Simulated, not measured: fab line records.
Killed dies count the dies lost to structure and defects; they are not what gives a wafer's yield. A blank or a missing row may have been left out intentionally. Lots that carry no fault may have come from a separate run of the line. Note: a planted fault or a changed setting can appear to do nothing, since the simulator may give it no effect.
Matching of chambers    flow gf180mcu    GF_V4_ETCH_17 on rieDiel-01: 4 sister chambers
The step etches SiO2 in C4F8/O2/Ar, stops on TiN, target depth 630 nm. 8 wafers are shown with their chamber, then 7 later ones without.

## WAFERS PAIRED WITH THEIR CHAMBERS
wafer   chamber  oesProductAu (a.u.)
L311.6  2        0.853
L316.1  3        0.856
L316.2  0        0.854
L319.2  3        0.855
L319.4  2        0.867
L319.6  1        0.851
L322.1  1        0.857
L322.3  0        0.859

## WAFERS WHOSE CHAMBER IS MISSING
wafer   oesProductAu (a.u.)
L322.6  0.857
L323.1  0.859
L323.2  0.854
L323.6  0.858
L332.1  0.861
L332.2  0.850
L332.5  0.849

## THE CHAMBER EACH PASSED THROUGH
wafer   from the rows above                in truth
L322.6  can't be placed: 0 or 3 or 1 or 2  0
L323.1  can't be placed: 2 or 0 or 3 or 1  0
L323.2  can't be placed: 1 or 3 or 0 or 2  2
L323.6  can't be placed: 0 or 2 or 3 or 1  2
L332.1  can't be placed: 2 or 0 or 3 or 1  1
L332.2  can't be placed: 1 or 3 or 0 or 2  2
L332.5  can't be placed: 1 or 3 or 0 or 2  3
Placed correctly: 0 of 7. Can't be placed from these rows: 7 (the true chamber is among the candidates in 7). 0 placed wrongly.
How it was worked out, from the rows above alone: a wafer's distance from a chamber is the root of the sum, over the readings, of the square of ((its reading less the chamber's mean) divided by the reading's scatter). If the next closest chamber is less than 2 further off than the closest, the wafer can't be placed; otherwise it belongs to the closest. The mean given for a chamber averages the wafers shown for that chamber. The scatter is the square root of a quotient: the sum, over the shown wafers, of each reading's squared deviation from its chamber's mean, divided by wafers minus chambers.
